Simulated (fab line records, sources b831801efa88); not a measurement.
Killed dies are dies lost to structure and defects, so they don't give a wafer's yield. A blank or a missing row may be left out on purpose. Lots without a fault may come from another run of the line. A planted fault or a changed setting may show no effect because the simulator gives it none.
Which tool did it? | flow sky130 | 12 lots, 36 wafers sampled, at 5 steps of a route of 708

WHAT THE GAUGES READ, wafer by wafer
SKY_PWDE_TW_MEAS_10. Usual: PWDE_TW 372, standard deviation 3.7.
lot  | measured    | on            | PWDE_TW     | flag
L127 | day 3 23:39 | film_metro-02 | 368 369 368 |
L129 | day 4 05:14 | film_metro-04 | 377 374 375 |
L131 | day 4 15:14 | film_metro-03 | 373 375 371 |
L132 | day 5 00:16 | film_metro-03 | 371 371 369 |
L133 | day 5 05:53 | film_metro-03 | 372 371 372 |
L135 | day 5 16:05 | film_metro-02 | 367 368 366 |
L137 | day 6 08:13 | film_metro-03 | 374 373 373 |
L138 | day 6 09:31 | film_metro-02 | 365 365 366 |
L140 | day 6 21:14 | film_metro-03 | 373 376 373 |
L147 | day 8 13:10 | film_metro-02 | 367 370 368 |
L148 | day 8 17:29 | film_metro-04 | 373 376 374 |
L149 | day 9 00:48 | film_metro-04 | 376 377 377 |

SKY_VT_ADJUST_HVTR_OVL_MEAS_08. Usual: VT_ADJUST_HVTR_OVL -0.2 nm, standard deviation 1.3.
lot  | measured     | on         | VT_ADJUST_HVTR_OVL (nm) | flag
L127 | day 9 16:06  | overlay-02 | -0.8 -0.1 -0.6          |
L129 | day 9 22:19  | overlay-01 | 1.1 1.1 0.4             |
L131 | day 10 09:55 | overlay-01 | 0.6 -0.5 1.6            |
L132 | day 10 23:35 | overlay-02 | -2.7 -0.4 -1.0          |
L133 | day 11 06:42 | overlay-01 | 0.7 1.5 0.9             |
L135 | day 11 21:01 | overlay-01 | -2.8 -2.6 -2.8          |
L137 | day 12 17:02 | overlay-02 | -0.7 0.4 0.2            |
L138 | day 12 17:38 | overlay-02 | -0.9 -1.1 -1.3          |
L140 | day 13 11:39 | overlay-02 | -1.2 -0.7 0.3           |
L147 | day 15 14:46 | overlay-01 | -190.8 -190.5 -192.2    | OFF
L148 | day 15 22:58 | overlay-02 | -193.7 -192.5 -191.4    | OFF
L149 | day 16 05:49 | overlay-01 | -193.4 -193.5 -195.2    | OFF

WHICH TOOL RAN EACH LOT (tool, then ch and the chambers of the sampled wafers, then the start)
lot  | SKY_FIELD_ISO_CMP_27         | SKY_NWELL_STRIP_25                   | SKY_VT_ADJUST_HVTR_EXPOSE_04
L127 | cmp-02 ch 1,2,3, day 2 09:48 | plasma_asher-03 ch 0,1, day 5 10:38  | iline_stepper-01 ch 0, day 9 05:24
L129 | cmp-02 ch 0,3, day 2 19:15   | plasma_asher-04 ch 0,1, day 5 16:25  | iline_stepper-01 ch 0, day 9 11:16
L131 | cmp-01 ch 0,2,3, day 3 05:14 | plasma_asher-04 ch 0,1, day 6 02:49  | iline_stepper-02 ch 0, day 9 22:49
L132 | cmp-01 ch 1,3, day 3 10:51   | plasma_asher-03 ch 0,1, day 6 13:55  | iline_stepper-01 ch 0, day 10 12:00
L133 | cmp-01 ch 0,1, day 3 17:35   | plasma_asher-01 ch 0,1, day 6 19:22  | iline_stepper-01 ch 0, day 10 19:07
L135 | cmp-02 ch 0,1,2, day 4 02:40 | plasma_asher-01 ch 0,1, day 7 06:10  | iline_stepper-01 ch 0, day 11 09:23
L137 | cmp-01 ch 1,2, day 4 13:53   | plasma_asher-04 ch 1, day 8 00:05    | iline_stepper-01 ch 0, day 12 05:17
L138 | cmp-01 ch 0,2,3, day 4 19:34 | plasma_asher-03 ch 0,1, day 8 00:55  | iline_stepper-01 ch 0, day 12 05:53
L140 | cmp-01 ch 0,1,3, day 5 05:02 | plasma_asher-04 ch 0,1, day 8 14:16  | iline_stepper-01 ch 0, day 12 22:40
L147 | cmp-01 ch 0,1,3, day 6 17:48 | plasma_asher-01 ch 0,1, day 10 09:01 | iline_stepper-01 ch 0, day 15 01:43
L148 | cmp-01 ch 2,3, day 6 21:21   | plasma_asher-01 ch 0,1, day 10 15:16 | iline_stepper-01 ch 0, day 15 09:20
L149 | cmp-01 ch 0,2, day 7 05:33   | plasma_asher-03 ch 0,1, day 10 22:01 | iline_stepper-01 ch 0, day 15 15:46
- SKY_FIELD_ISO_CMP_27: polishes, stops on Si3N4, t overpolish 16 s, target thk 457.8 nm.
- SKY_NWELL_STRIP_25: strips in O2/N2.
- SKY_VT_ADJUST_HVTR_EXPOSE_04: exposes mask HVTRM, target cd 380 nm.

WHAT THE TOOLS THEMSELVES READ (means of the sampled wafers that have a number; where no wafer has one, the mark that the record gives instead)
SKY_FIELD_ISO_CMP_27. Usual: motor_current_A 12.2 A, standard deviation 1.1; overpolish_run_s 16.000 s, standard deviation 0.0088; time_to_endpoint_s 111 s, standard deviation 3.5.
lot  | tool   | motor_current_A (A) | overpolish_run_s (s) | time_to_endpoint_s (s) | flag
L127 | cmp-02 | 12.5                | 16.002               | 113                    |
L129 | cmp-02 | 13.0                | 16.002               | 112                    |
L131 | cmp-01 | 11.4                | 15.994               | 108                    |
L132 | cmp-01 | 12.3                | 15.996               | 111                    |
L133 | cmp-01 | 11.4                | 16.008               | 110                    |
L135 | cmp-02 | 13.3                | 15.998               | 109                    |
L137 | cmp-01 | 12.0                | 16.004               | 114                    |
L138 | cmp-01 | 11.9                | 15.993               | 112                    |
L140 | cmp-01 | 11.7                | 16.000               | 114                    |
L147 | cmp-01 | 12.1                | 15.998               | 115                    |
L148 | cmp-01 | 12.3                | 15.992               | 116                    |
L149 | cmp-01 | 11.0                | 16.011               | 116                    |

SKY_NWELL_STRIP_25. Usual: drypump_motor_current_A 5.8 A, standard deviation 0.47; oes_product_au 0.723 a.u., standard deviation 0.0042; strip_time_to_endpoint_s 36.93 s, standard deviation 0.11.
lot  | tool            | drypump_motor_current_A (A) | oes_product_au (a.u.) | strip_time_to_endpoint_s (s) | flag
L127 | plasma_asher-03 | 6.2                         | 0.724                 | 37.03                        |
L129 | plasma_asher-04 | 5.1                         | 0.723                 | 36.87                        |
L131 | plasma_asher-04 | 5.3                         | 0.723                 | 36.97                        |
L132 | plasma_asher-03 | 6.2                         | 0.722                 | 36.88                        |
L133 | plasma_asher-01 | 5.8                         | 0.723                 | 36.96                        |
L135 | plasma_asher-01 | 5.8                         | 0.725                 | 36.82                        |
L137 | plasma_asher-04 | 5.4                         | 0.722                 | 36.91                        |
L138 | plasma_asher-03 | 6.2                         | 0.722                 | 36.98                        |
L140 | plasma_asher-04 | 5.3                         | 0.719                 | 36.71                        |
L147 | plasma_asher-01 | 5.8                         | 0.726                 | 37.00                        |
L148 | plasma_asher-01 | 5.8                         | 0.720                 | 37.00                        |
L149 | plasma_asher-03 | 6.2                         | 0.723                 | 37.10                        |

SKY_VT_ADJUST_HVTR_EXPOSE_04. Usual: reticle_temp_C 22.99 C, standard deviation 0.12.
lot  | tool             | reticle_temp_C (C) | flag
L127 | iline_stepper-01 | 22.89              |
L129 | iline_stepper-01 | 23.13              |
L131 | iline_stepper-02 | 23.04              |
L132 | iline_stepper-01 | 23.09              |
L133 | iline_stepper-01 | 23.02              |
L135 | iline_stepper-01 | 23.12              |
L137 | iline_stepper-01 | 22.89              |
L138 | iline_stepper-01 | 22.88              |
L140 | iline_stepper-01 | 22.96              |
L147 | iline_stepper-01 | 22.90              |
L148 | iline_stepper-01 | 23.01              |
L149 | iline_stepper-01 | 23.01              |

THE ANSWER, worked out from the rows above alone
Rule: a lot is off if the mean of its wafers that have a number lies more than 3 standard deviations from the usual mean. A lot without any number at a reading at which 4 lots or more have one is off too. The other lots that the step has rows for count as sound. The gauges are gone through in route order, then the tools' own readings, and for those a lot's mean is taken as printed above. The first step at which some lot is off is used, and at that step the reading that is off furthest; a lot without a number counts as furthest.
Off: L147, L148, L149, at SKY_VT_ADJUST_HVTR_OVL_MEAS_08 (VT_ADJUST_HVTR_OVL).
A tool fits if, at a process step before that reading, it ran every lot that is off, and no sound lot after the first of them. The gauges at SKY_VT_ADJUST_HVTR_OVL_MEAS_08 are tried like those tools. Can't be told from this: 2 tools fit, cmp-01 at SKY_FIELD_ISO_CMP_27, iline_stepper-01 at SKY_VT_ADJUST_HVTR_EXPOSE_04.

WHAT THE SIMULATOR HAD PUT IN
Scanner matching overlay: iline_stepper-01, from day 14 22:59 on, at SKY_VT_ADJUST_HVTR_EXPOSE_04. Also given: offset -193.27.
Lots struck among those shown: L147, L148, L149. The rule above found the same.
